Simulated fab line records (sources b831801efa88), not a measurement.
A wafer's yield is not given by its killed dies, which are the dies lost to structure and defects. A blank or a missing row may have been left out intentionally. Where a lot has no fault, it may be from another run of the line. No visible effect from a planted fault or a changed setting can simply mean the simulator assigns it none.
A lot that was struck, set against a sound lot :: flow sky130 :: 18 steps out of a route of 708
Sound: these wafers, L397.1, L397.3, L397.4. Wafers struck: L401.1, L401.2, L401.5. The cause is named last.
Per side, at each step with rows, come the tool, then ch with its chambers, and then its first start. Under that, the readings that differ: sound wafers :: struck wafers :: difference of the means :: sigmas: that difference in standard deviations of wafers without a fault.
alike: readings whose means differ by less than 2 such deviations, and words and numbers that are the same on both sides. not compared: withheld readings, readings that some wafer has no value for, bounds like >300 that may hide the same value, and numbers for which the record gives no deviation and whose values overlap.
The two part at a step that has a row with sigmas, a row that says differs or no value, or rows on one side only. Numbers that don't overlap but have no deviation are shown without sigmas and don't part them. Lack of a reading on every wafer of one side parts them only where that side has two or more wafers.

first, 3 steps without rows for these wafers: SKY_LI_CONTACT_EXPOSE_09 (exposes mask LICM1, target cd 170 nm); SKY_LI_CONTACT_PEB_10; SKY_LI_CONTACT_DEVELOP_11 (develop time 60 s).
SKY_LI_CONTACT_CD_MEAS_12 targets a cd of 170 nm.
  sound on cd_sem-01, day 32 14:20; struck on cd_sem-01, day 33 18:59
reading: cd_nm (nm)
sound: 167.3 169.0 169.6
struck: 171.7 171.4 172.4
difference: +3.2
sigmas: +2
SKY_LI_CONTACT_OVL_MEAS_13:
  sound on overlay-02, day 32 14:27; struck on overlay-01, day 33 19:06
  alike: LI_CONTACT_OVL
SKY_LI_CONTACT_ETCH_14: etches BARC in N2/H2, stops on SiO2, time 45.9 s, target depth 60 nm.
  sound on rie_diel-02 ch 0,1,2, day 32 14:29; struck on rie_diel-04 ch 1,2,3, day 33 19:08
  alike: drypump_motor_current_A, oes_product_au, throttle_valve_pct
  not compared: rf_hours_counter_h
then, 1 step without rows for these wafers: SKY_LI_CONTACT_ETCH_15 (etches PSG in C4F8/O2/Ar, stops on Si, target depth 600 nm).
SKY_LI_CONTACT_STRIP_16: strips in O2/N2.
  sound on plasma_asher-02 ch 0,1, day 32 14:37; struck on plasma_asher-03 ch 0,1, day 33 19:16
  alike: drypump_motor_current_A, oes_product_au, strip_time_to_endpoint_s
  not compared: rf_hours_counter_h
then, 2 steps without rows for these wafers: SKY_LI_CONTACT_CLEAN_17 (cleans in NMP, time 600 s); SKY_LI_CONTACT_PRE_CLEAN_18 (time 5.6 s).
SKY_LI_CONTACT_SPUTTER_19: material Ti, target thk 20 nm, time 106.37 s.
  sound on pvd_sputter-01, day 32 14:55; struck on pvd_sputter-03, day 33 19:34
  alike: throttle_valve_pct
SKY_LI_CONTACT_SPUTTER_20: material TiN, target thk 20 nm, time 80 s.
  sound on pvd_sputter-01, day 32 14:59; struck on pvd_sputter-03, day 33 19:38
  alike: throttle_valve_pct
SKY_LI_CONTACT_CVD_21: deposits W, target thk 400 nm, time 120.56 s.
  sound on cvd_w-02 ch 0,1, day 32 15:02; struck on cvd_w-02 ch 0,1, day 33 19:41
reading: model.W_of_LI_CONTACT_CVD_21.thk_nm (nm)
sound: 401.6 404 392.6
struck: 446 451.9 452.8
difference: +51
sigmas: 
  alike: heater_power_w
SKY_LI_CONTACT_RS_MEAS_22: measurement is done with a four-point probe.
  sound on film_metro-04, day 32 15:10; struck on film_metro-04, day 33 19:49
reading: LI_CONTACT_W_RS (ohm/sq)
sound: 0.283 0.281 0.290
struck: 0.255 0.251 0.251
difference: -0.032
sigmas: -8
SKY_LI_CONTACT_THK_MEAS_23: measures by xrf.
  sound on film_metro-04, day 32 15:17; struck on film_metro-04, day 33 19:56
reading: LI_CONTACT_W_THK (nm)
sound: 405 407 394
struck: 442 448 449
difference: +44
sigmas: +5
SKY_LI_CONTACT_CMP_24: polishes, stops on PSG, t overpolish 20 s, target thk 0 nm.
  sound on cmp-02 ch 0,2,3, day 32 15:21; struck on cmp-02 ch 0,1,3, day 33 20:06
reading: time_to_endpoint_s (s)
sound: 96 97 99
struck: 112 106 107
difference: +11
sigmas: +3
  alike: motor_current_A
SKY_LOCAL_INTERCONNECT_SPUTTER_00: material TiN, target thk 100 nm, time 83.3 s.
  sound on pvd_sputter-04, day 32 15:39; struck on pvd_sputter-04, day 33 20:18
  alike: throttle_valve_pct
-- a jump in the record: the struck wafers' starts before and after are 15 days apart (it breaks off in module LOCAL_INTERCONNECT and resumes in module PAD_OPEN, where the first step shown is number 708 of the route) --
SKY_PAD_OPEN_PROBE_99:
  sound on prober-01, day 48 06:00; struck on prober-01, day 49 01:46
  alike: killed_at_M0_to_M3, killed_at_M4_up, killed_at_contacts, killed_at_front_end, killed_at_other, killed_dies, killed_open, killed_short

WHERE THEY PART
At SKY_LI_CONTACT_CD_MEAS_12 first; at SKY_LI_CONTACT_CMP_24 last (within this record only). Later steps at which nothing parts them and some readings are alike: SKY_LOCAL_INTERCONNECT_SPUTTER_00, SKY_PAD_OPEN_PROBE_99.

WHY: whatever the simulator had introduced
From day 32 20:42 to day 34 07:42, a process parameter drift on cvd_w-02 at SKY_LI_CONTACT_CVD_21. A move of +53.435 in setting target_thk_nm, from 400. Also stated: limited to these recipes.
